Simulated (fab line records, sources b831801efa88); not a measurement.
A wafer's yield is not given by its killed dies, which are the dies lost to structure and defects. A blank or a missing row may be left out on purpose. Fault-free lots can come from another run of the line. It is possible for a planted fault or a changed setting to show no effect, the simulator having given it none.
What tool caused it? + flow sky130 + 72 wafers from 24 lots sampled at 6 of the route's 708 steps

WHAT THE GAUGES READ, wafer by wafer
SKY_CONTACT_THK_MEAS_26: measures by xrf.
| lot  | measured     | on           | CONTACT_W_THK (nm) |
|------|--------------|--------------|--------------------|
| L074 | day 32 04:54 | filmMetro-03 | 353 355 343        |
| L075 | day 32 23:40 | filmMetro-02 | 355 350 350        |
| L077 | day 33 01:38 | filmMetro-01 | 335 331 338        |
| L076 | day 33 04:39 | filmMetro-01 | 335 339 339        |
| L079 | day 33 17:45 | filmMetro-01 | 344 345 337        |
| L078 | day 34 00:13 | filmMetro-03 | 353 355 348        |
| L080 | day 33 21:03 | filmMetro-03 | 349 346 350        |
| L081 | day 34 06:08 | filmMetro-01 | 337 349 339        |
| L082 | day 34 10:56 | filmMetro-01 | 349 338 338        |
| L083 | day 35 01:54 | filmMetro-01 | 337 339 353        |
| L084 | day 35 08:02 | filmMetro-01 | 353 337 351        |
| L085 | day 35 16:30 | filmMetro-02 | 345 348 349        |
| L086 | day 35 19:46 | filmMetro-03 | 344 346 340        |
| L087 | day 35 18:28 | filmMetro-01 | 336 344 335        |
| L088 | day 36 14:21 | filmMetro-02 | 364 347 360        |
| L089 | day 36 19:31 | filmMetro-03 | 353 353 348        |
| L090 | day 37 05:44 | filmMetro-01 | 332 332 334        |
| L091 | day 37 06:05 | filmMetro-03 | 343 341 346        |
| L092 | day 37 18:43 | filmMetro-01 | 335 338 341        |
| L093 | day 37 21:55 | filmMetro-02 | 346 351 343        |
| L094 | day 38 04:02 | filmMetro-03 | 343 344 346        |
| L095 | day 38 06:06 | filmMetro-03 | 340 349 350        |
| L096 | day 38 18:12 | filmMetro-02 | 351 348 351        |
| L097 | day 38 22:50 | filmMetro-01 | 341 338 332        |

SKY_VIA1_OVL_MEAS_13.
| lot  | measured     | on         | VIA1_OVL (nm) |
|------|--------------|------------|---------------|
| L074 | day 34 12:30 | overlay-02 | -6 -2 2       |
| L075 | day 35 06:45 | overlay-02 | -2 -11 -11    |
| L077 | day 35 08:58 | overlay-02 | 1 -7 -10      |
| L076 | day 35 12:06 | overlay-02 | -5 0 -2       |
| L079 | day 36 00:27 | overlay-02 | -8 -7 -4      |
| L078 | day 36 07:23 | overlay-02 | -4 0 -1       |
| L080 | day 36 04:18 | overlay-02 | -2 -5 -3      |
| L081 | day 36 12:40 | overlay-02 | 1 0 3         |
| L082 | day 36 17:22 | overlay-01 | -3 -8 -8      |
| L083 | day 37 09:09 | overlay-01 | -4 -6 -5      |
| L084 | day 37 14:36 | overlay-01 | -1 -7 -2      |
| L085 | day 37 23:30 | overlay-02 | -4 -3 -9      |
| L086 | day 38 02:11 | overlay-01 | -5 -6 -2      |
| L087 | day 38 00:27 | overlay-01 | 3 1 -1        |
| L088 | day 38 20:48 | overlay-02 | -5 4 -4       |
| L089 | day 39 00:32 | overlay-02 | 3 -1 -5       |
| L090 | day 39 10:07 | overlay-01 | 0 3 -5        |
| L091 | day 39 11:16 | overlay-01 | -1 0 -2       |
| L092 | day 39 23:29 | overlay-02 | -8 2 8        |
| L093 | day 40 02:36 | overlay-02 | 2 1 9         |
| L094 | day 40 07:42 | overlay-02 | 3 -7 -1       |
| L095 | day 40 09:50 | overlay-02 | 1 -3 -3       |
| L096 | day 40 21:24 | overlay-02 | -2 -4 3       |
| L097 | day 41 02:04 | overlay-01 | 5 4 11        |

WHAT TOOL EACH LOT RAN ON (gives the tool, then ch and the chambers of the sampled wafers, and finally the start)
| lot  | SKY_VT_ADJUST_HVTR_STRIP_10         | SKY_POLY_GATE_ETCH_16             | SKY_POLY_GATE_ETCH_17           | SKY_LOCAL_INTERCONNECT_STRIP_15     |
|------|-------------------------------------|-----------------------------------|---------------------------------|-------------------------------------|
| L074 | plasmaAsher-04 ch 0,1, day 9 20:35  | rieDiel-02 ch 1,2,3, day 16 20:16 | rieSi-02 ch 0,1,2, day 16 20:22 | plasmaAsher-01 ch 0,1, day 30 22:51 |
| L075 | plasmaAsher-01 ch 0,1, day 10 16:08 | rieDiel-03 ch 1,2, day 17 20:46   | rieSi-01 ch 0,1,3, day 17 20:52 | plasmaAsher-03 ch 0, day 31 18:12   |
| L077 | plasmaAsher-04 ch 0,1, day 10 16:25 | rieDiel-02 ch 1,2, day 17 22:37   | rieSi-02 ch 0,1,2, day 17 22:43 | plasmaAsher-03 ch 0,1, day 31 20:28 |
| L076 | plasmaAsher-04 ch 0,1, day 10 18:41 | rieDiel-03 ch 0,1, day 17 23:06   | rieSi-01 ch 0,1,3, day 17 23:12 | plasmaAsher-04 ch 0,1, day 31 23:21 |
| L079 | plasmaAsher-03 ch 0,1, day 11 09:22 | rieDiel-03 ch 1,2,3, day 18 15:28 | rieSi-01 ch 0,2,3, day 18 15:34 | plasmaAsher-03 ch 0,1, day 32 13:23 |
| L078 | plasmaAsher-03 ch 0,1, day 11 13:23 | rieDiel-01 ch 0,2, day 19 00:58   | rieSi-01 ch 0,1, day 19 01:04   | plasmaAsher-01 ch 0,1, day 32 19:33 |
| L080 | plasmaAsher-03 ch 0,1, day 11 13:38 | rieDiel-01 ch 2,3, day 18 22:01   | rieSi-02 ch 0,1,3, day 18 22:07 | plasmaAsher-04 ch 0,1, day 32 15:48 |
| L081 | plasmaAsher-04 ch 0,1, day 11 20:16 | rieDiel-03 ch 0,2,3, day 19 09:04 | rieSi-02 ch 0,1,3, day 19 09:10 | plasmaAsher-04 ch 0,1, day 33 00:58 |
| L082 | plasmaAsher-01 ch 0,1, day 11 20:29 | rieDiel-02 ch 0,1,2, day 19 09:16 | rieSi-01 ch 0,2,3, day 19 09:22 | plasmaAsher-04 ch 0,1, day 33 05:03 |
| L083 | plasmaAsher-01 ch 1, day 12 10:52   | rieDiel-02 ch 0,1, day 20 06:04   | rieSi-01 ch 1,2,3, day 20 06:10 | plasmaAsher-04 ch 0,1, day 33 20:50 |
| L084 | plasmaAsher-03 ch 0,1, day 12 12:16 | rieDiel-03 ch 1,2, day 20 12:13   | rieSi-01 ch 0,1,2, day 20 12:19 | plasmaAsher-04 ch 0,1, day 34 03:57 |
| L085 | plasmaAsher-04 ch 0,1, day 12 23:31 | rieDiel-03 ch 0,3, day 20 21:31   | rieSi-01 ch 0,1,2, day 20 21:37 | plasmaAsher-04 ch 0,1, day 34 12:31 |
| L086 | plasmaAsher-04 ch 0, day 13 04:49   | rieDiel-01 ch 0,1,2, day 21 05:37 | rieSi-01 ch 0,1,2, day 21 05:43 | plasmaAsher-03 ch 0,1, day 34 15:00 |
| L087 | plasmaAsher-03 ch 0,1, day 13 06:14 | rieDiel-02 ch 1,2, day 21 04:07   | rieSi-02 ch 0,3, day 21 04:13   | plasmaAsher-03 ch 0,1, day 34 13:45 |
| L088 | plasmaAsher-01 ch 0,1, day 14 02:56 | rieDiel-03 ch 0,1,3, day 22 00:43 | rieSi-02 ch 0,2,3, day 22 00:49 | plasmaAsher-04 ch 0,1, day 35 09:59 |
| L089 | plasmaAsher-04 ch 0,1, day 14 08:13 | rieDiel-01 ch 0,1,2, day 22 07:58 | rieSi-01 ch 2,3, day 22 08:04   | plasmaAsher-04 ch 0,1, day 35 14:14 |
| L090 | plasmaAsher-01 ch 1, day 14 17:49   | rieDiel-03 ch 0,1,3, day 22 19:19 | rieSi-02 ch 0,1,3, day 22 19:25 | plasmaAsher-03 ch 0,1, day 36 01:25 |
| L091 | plasmaAsher-01 ch 0,1, day 15 01:34 | rieDiel-01 ch 1,2,3, day 22 22:19 | rieSi-01 ch 0,1,2, day 22 22:25 | plasmaAsher-04 ch 0,1, day 36 01:41 |
| L092 | plasmaAsher-01 ch 0,1, day 15 04:19 | rieDiel-01 ch 1,2, day 23 07:13   | rieSi-02 ch 0,1,2, day 23 07:19 | plasmaAsher-04 ch 0,1, day 36 13:27 |
| L093 | plasmaAsher-03 ch 0,1, day 15 12:55 | rieDiel-03 ch 0,1,2, day 23 13:28 | rieSi-01 ch 1,2,3, day 23 13:34 | plasmaAsher-03 ch 0,1, day 36 17:24 |
| L094 | plasmaAsher-04 ch 0,1, day 15 21:28 | rieDiel-03 ch 1,3, day 23 22:49   | rieSi-02 ch 1,2, day 23 22:55   | plasmaAsher-01 ch 0, day 36 23:57   |
| L095 | plasmaAsher-01 ch 0,1, day 15 23:59 | rieDiel-01 ch 0,1,2, day 24 02:07 | rieSi-01 ch 1,2, day 24 02:13   | plasmaAsher-01 ch 0,1, day 37 02:23 |
| L096 | plasmaAsher-04 ch 0, day 16 08:50   | rieDiel-01 ch 1,2,3, day 24 14:22 | rieSi-02 ch 0,2,3, day 24 14:28 | plasmaAsher-03 ch 0,1, day 37 15:07 |
| L097 | plasmaAsher-03 ch 0,1, day 16 14:34 | rieDiel-01 ch 0,1,2, day 24 18:28 | rieSi-01 ch 0,3, day 24 18:34   | plasmaAsher-04 ch 0,1, day 37 19:11 |
- SKY_VT_ADJUST_HVTR_STRIP_10: strips in O2/N2.
- SKY_POLY_GATE_ETCH_16: etches Si3N4 in CH3F/O2, stops on poly-Si, time 147.5 s, target depth 75 nm.
- SKY_POLY_GATE_ETCH_17: etches poly-Si in HBr/Cl2, stops on SiO2, target depth 180 nm, time 70.5 s.
- SKY_LOCAL_INTERCONNECT_STRIP_15: strips in O2/N2.

AS READ BY THE TOOLS THEMSELVES (means over the sampled wafers that have a number; for cases with no such wafer, the mark the record gives instead)
SKY_VT_ADJUST_HVTR_STRIP_10.
| lot  | tool           | drypumpMotorCurrentA (A) | oesProductAu (a.u.) | stripTimeToEndpointS (s) |
|------|----------------|--------------------------|---------------------|--------------------------|
| L074 | plasmaAsher-04 | 5.5                      | 0.717               | 14.16                    |
| L075 | plasmaAsher-01 | 6.2                      | 0.712               | 14.16                    |
| L077 | plasmaAsher-04 | 5.5                      | 0.713               | 14.28                    |
| L076 | plasmaAsher-04 | 5.5                      | 0.717               | 14.17                    |
| L079 | plasmaAsher-03 | 5.9                      | 0.717               | 14.25                    |
| L078 | plasmaAsher-03 | 5.6                      | 0.719               | 14.20                    |
| L080 | plasmaAsher-03 | 5.9                      | 0.719               | 14.21                    |
| L081 | plasmaAsher-04 | 5.7                      | 0.717               | 14.19                    |
| L082 | plasmaAsher-01 | 6.2                      | 0.715               | 14.23                    |
| L083 | plasmaAsher-01 | 6.1                      | 0.715               | 14.25                    |
| L084 | plasmaAsher-03 | 5.9                      | 0.717               | 14.23                    |
| L085 | plasmaAsher-04 | 5.5                      | 0.714               | 14.27                    |
| L086 | plasmaAsher-04 | 5.4                      | 0.713               | 14.26                    |
| L087 | plasmaAsher-03 | 5.9                      | 0.720               | 14.20                    |
| L088 | plasmaAsher-01 | 6.2                      | 0.716               | 14.21                    |
| L089 | plasmaAsher-04 | 5.5                      | 0.721               | 14.22                    |
| L090 | plasmaAsher-01 | 6.1                      | 0.719               | 14.22                    |
| L091 | plasmaAsher-01 | 6.2                      | 0.713               | 14.18                    |
| L092 | plasmaAsher-01 | 6.2                      | 0.710               | 14.19                    |
| L093 | plasmaAsher-03 | 5.9                      | 0.715               | 14.21                    |
| L094 | plasmaAsher-04 | 5.5                      | 0.714               | 14.20                    |
| L095 | plasmaAsher-01 | 6.2                      | 0.714               | 14.26                    |
| L096 | plasmaAsher-04 | 5.4                      | 0.715               | 14.15                    |
| L097 | plasmaAsher-03 | 5.9                      | 0.716               | 14.14                    |

SKY_POLY_GATE_ETCH_16.
| lot  | tool       | drypumpMotorCurrentA (A) | oesProductAu (a.u.) | throttleValvePct (%) |
|------|------------|--------------------------|---------------------|----------------------|
| L074 | rieDiel-02 | 6.0                      | 0.644               | 10.525               |
| L075 | rieDiel-03 | 6.0                      | 0.639               | 10.533               |
| L077 | rieDiel-02 | 6.3                      | 0.642               | 10.533               |
| L076 | rieDiel-03 | 6.0                      | 0.639               | 10.544               |
| L079 | rieDiel-03 | 6.2                      | 0.643               | 10.537               |
| L078 | rieDiel-01 | 6.0                      | 0.639               | 10.539               |
| L080 | rieDiel-01 | 5.8                      | 0.637               | 10.535               |
| L081 | rieDiel-03 | 5.8                      | 0.638               | 10.538               |
| L082 | rieDiel-02 | 6.2                      | 0.638               | 10.544               |
| L083 | rieDiel-02 | 6.0                      | 0.636               | 10.543               |
| L084 | rieDiel-03 | 6.1                      | 0.641               | 10.541               |
| L085 | rieDiel-03 | 5.7                      | 0.640               | 10.537               |
| L086 | rieDiel-01 | 6.2                      | 0.644               | 10.545               |
| L087 | rieDiel-02 | 6.4                      | 0.639               | 10.535               |
| L088 | rieDiel-03 | 6.0                      | 0.638               | 10.531               |
| L089 | rieDiel-01 | 6.2                      | 0.644               | 10.535               |
| L090 | rieDiel-03 | 6.0                      | 0.644               | 10.543               |
| L091 | rieDiel-01 | 6.0                      | 0.645               | 10.534               |
| L092 | rieDiel-01 | 6.3                      | 0.641               | 10.535               |
| L093 | rieDiel-03 | 5.8                      | 0.643               | 10.539               |
| L094 | rieDiel-03 | 6.4                      | 0.641               | 10.534               |
| L095 | rieDiel-01 | 6.2                      | 0.638               | 10.538               |
| L096 | rieDiel-01 | 6.0                      | 0.639               | 10.538               |
| L097 | rieDiel-01 | 6.2                      | 0.642               | 10.537               |

SKY_POLY_GATE_ETCH_17.
| lot  | tool     | drypumpMotorCurrentA (A) | oesProductAu (a.u.) | throttleValvePct (%) |
|------|----------|--------------------------|---------------------|----------------------|
| L074 | rieSi-02 | 5.1                      | 0.994               | 33.684               |
| L075 | rieSi-01 | 5.7                      | 0.982               | 33.690               |
| L077 | rieSi-02 | 5.1                      | 0.986               | 33.679               |
| L076 | rieSi-01 | 5.7                      | 0.994               | 33.671               |
| L079 | rieSi-01 | 5.7                      | 0.983               | 33.687               |
| L078 | rieSi-01 | 5.6                      | 0.991               | 33.690               |
| L080 | rieSi-02 | 5.1                      | 0.986               | 33.700               |
| L081 | rieSi-02 | 5.1                      | 0.984               | 33.679               |
| L082 | rieSi-01 | 5.7                      | 0.976               | 33.683               |
| L083 | rieSi-01 | 5.9                      | 0.981               | 33.685               |
| L084 | rieSi-01 | 5.6                      | 0.992               | 33.684               |
| L085 | rieSi-01 | 5.7                      | 0.992               | 33.688               |
| L086 | rieSi-01 | 5.6                      | 0.979               | 33.685               |
| L087 | rieSi-02 | 4.9                      | 0.980               | 33.686               |
| L088 | rieSi-02 | 4.9                      | 0.978               | 33.681               |
| L089 | rieSi-01 | 6.1                      | 0.978               | 33.693               |
| L090 | rieSi-02 | 5.1                      | 0.984               | 33.680               |
| L091 | rieSi-01 | 5.7                      | 0.985               | 33.680               |
| L092 | rieSi-02 | 5.1                      | 0.989               | 33.688               |
| L093 | rieSi-01 | 5.9                      | 0.983               | 33.684               |
| L094 | rieSi-02 | 5.3                      | 0.985               | 33.691               |
| L095 | rieSi-01 | 5.9                      | 0.973               | 33.680               |
| L096 | rieSi-02 | 4.9                      | 0.990               | 33.688               |
| L097 | rieSi-01 | 5.5                      | 0.975               | 33.680               |

SKY_LOCAL_INTERCONNECT_STRIP_15.
| lot  | tool           | drypumpMotorCurrentA (A) | oesProductAu (a.u.) | stripTimeToEndpointS (s) |
|------|----------------|--------------------------|---------------------|--------------------------|
| L074 | plasmaAsher-01 | 6.2                      | 0.429               | 4.748                    |
| L075 | plasmaAsher-03 | 6.2                      | 0.430               | 4.736                    |
| L077 | plasmaAsher-03 | 5.9                      | 0.432               | 4.758                    |
| L076 | plasmaAsher-04 | 5.5                      | 0.425               | 4.753                    |
| L079 | plasmaAsher-03 | 5.6                      | 0.430               | 4.759                    |
| L078 | plasmaAsher-01 | 6.3                      | 0.426               | 4.743                    |
| L080 | plasmaAsher-04 | 5.7                      | 0.428               | 4.728                    |
| L081 | plasmaAsher-04 | 5.7                      | 0.429               | 4.754                    |
| L082 | plasmaAsher-04 | 5.7                      | 0.426               | 4.748                    |
| L083 | plasmaAsher-04 | 5.5                      | 0.430               | 4.758                    |
| L084 | plasmaAsher-04 | 5.5                      | 0.427               | 4.764                    |
| L085 | plasmaAsher-04 | 5.7                      | 0.427               | 4.771                    |
| L086 | plasmaAsher-03 | 5.9                      | 0.430               | 4.751                    |
| L087 | plasmaAsher-03 | 5.9                      | 0.428               | 4.749                    |
| L088 | plasmaAsher-04 | 5.5                      | 0.424               | 4.764                    |
| L089 | plasmaAsher-04 | 5.7                      | 0.426               | 4.760                    |
| L090 | plasmaAsher-03 | 5.6                      | 0.425               | 4.718                    |
| L091 | plasmaAsher-04 | 5.7                      | 0.426               | 4.754                    |
| L092 | plasmaAsher-04 | 5.7                      | 0.427               | 4.749                    |
| L093 | plasmaAsher-03 | 5.6                      | 0.424               | 4.749                    |
| L094 | plasmaAsher-01 | 6.3                      | 0.429               | 4.766                    |
| L095 | plasmaAsher-01 | 6.2                      | 0.424               | 4.770                    |
| L096 | plasmaAsher-03 | 5.6                      | 0.430               | 4.729                    |
| L097 | plasmaAsher-04 | 5.6                      | 0.427               | 4.752                    |

THE ANSWER, worked out from the rows above alone
Rule: usual is defined by the lots themselves. The widest of any qualifying gaps counts: lots, ordered by their means at a reading, are off when they make up no more than a third of the lots, leave a main group of 4 or more, and stand apart from it by 3 or more times the standard deviation of that group's means. If all means in a main group match to the digits the tables above print for the reading, that group is not used. A lot without any number at a reading at which 4 lots or more have one is off too. The other lots that the step has rows for count as sound. First the gauges in route order, then the tools' own readings, where a lot's mean is used as printed above. At the first step where some lot is off, the reading lying furthest off is the one used; lots without a number count as furthest.
No lot is off on any of the readings shown, so nothing can be concluded from this.

WHAT HAD BEEN PUT IN BY THE SIMULATOR
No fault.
